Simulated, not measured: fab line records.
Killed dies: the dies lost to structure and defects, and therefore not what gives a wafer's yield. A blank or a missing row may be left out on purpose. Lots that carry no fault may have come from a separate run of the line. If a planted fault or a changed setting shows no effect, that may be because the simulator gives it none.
One fault seen from 2 desks :: flow gf180mcu :: numbers are kept per desk, each desk with only its own; the story behind them comes last

== FROM THE METROLOGY DESK ==
What the gauges read, lot by lot, whatever tool the lot ran on: means of the sampled wafers that have a number. The brackets show how far a lot's mean lies from the usual mean; more than 4 standard deviations puts the lot out of limits, marked OUT.
Columns: A = PASSIVATION_CVD_00_THK at GF_PASSIVATION_THK_MEAS_01, usual 1000 nm; B = PASSIVATION_CVD_02_THK at GF_PASSIVATION_THK_MEAS_03, usual 701 nm
lot: L843
first seen here: day 28 17:46
A: 986
B: 705

lot: L844
first seen here: day 28 23:53
A: 991
B: 686

lot: L845
first seen here: day 29 15:36
A: 1006
B: 700

lot: L849
first seen here: day 30 10:40
A: 1006
B: 706

lot: L852
first seen here: day 31 09:29
A: 1013
B: 708

lot: L853
first seen here: day 31 19:02
A: 1097 (+7.5) OUT
B: 691

lot: L855
first seen here: day 32 08:04
A: 1106 (+8.2) OUT
B: 702

lot: L860
first seen here: day 33 11:32
A: 992
B: 704

lot: L861
first seen here: day 33 14:02
A: 998
B: 711

lot: L862
first seen here: day 33 20:42
A: 1001
B: 698

lot: L863
first seen here: day 34 01:11
A: 1003
B: 701

lot: L864
first seen here: day 34 11:47
A: 1003
B: 711
Finding of this desk: L853, L855 out of limits, first seen on L853 at day 31 19:02 (PASSIVATION_CVD_00_THK at GF_PASSIVATION_THK_MEAS_01). Within limits: L843, L844, L845, L849, L852, L860, L861, L862, L863, L864.

== TOOL OWNER'S DESK, pecvd-02 ==
The tool's own readings at GF_PASSIVATION_CVD_00 (deposits SiO2 from TEOS, target thk 1000 nm, time 111.95 s): means of the sampled wafers that have a number, for each lot that ran on this tool. The brackets show how far a lot's mean lies from the usual mean; more than 4 standard deviations puts the lot out of limits, marked OUT.
Columns: A = heater-power-w at GF_PASSIVATION_CVD_00, usual 701 W; B = rf-fwd-power-W at GF_PASSIVATION_CVD_00, usual 596.9 W
lot: L844
first seen here: day 28 23:49
A: 764
B: 597.4

lot: L845
first seen here: day 29 15:32
A: 766
B: 598.4

lot: L852
first seen here: day 31 09:25
A: 720
B: 598.1

lot: L853
first seen here: day 31 18:58
A: 658
B: 837.9 (+99 or more) OUT

lot: L855
first seen here: day 32 07:58
A: 629
B: 837.6 (+99 or more) OUT
Finding of this desk: L853, L855 out of limits; the first was L853 at day 31 18:58, on rf-fwd-power-W at GF_PASSIVATION_CVD_00. Within limits: L844, L845, L852.

== ALL TOGETHER ==
On L853, L855, at day 31 18:58, an alarm was possible from the tool owner's desk.
At day 31 19:02 the metrology desk could have sounded an alarm, on L853, L855.
On pecvd-02, each named lot ran GF_PASSIVATION_CVD_00.

== WHAT HAD BEEN PUT IN BY THE SIMULATOR ==
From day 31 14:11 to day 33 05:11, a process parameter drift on pecvd-02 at GF_PASSIVATION_CVD_00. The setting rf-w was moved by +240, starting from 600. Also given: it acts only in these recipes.
Struck lots among those shown: L853, L855.
Time in hours from fault onset to the first out-of-limits reading at each desk: tool owner's desk 5, metrology desk 5.
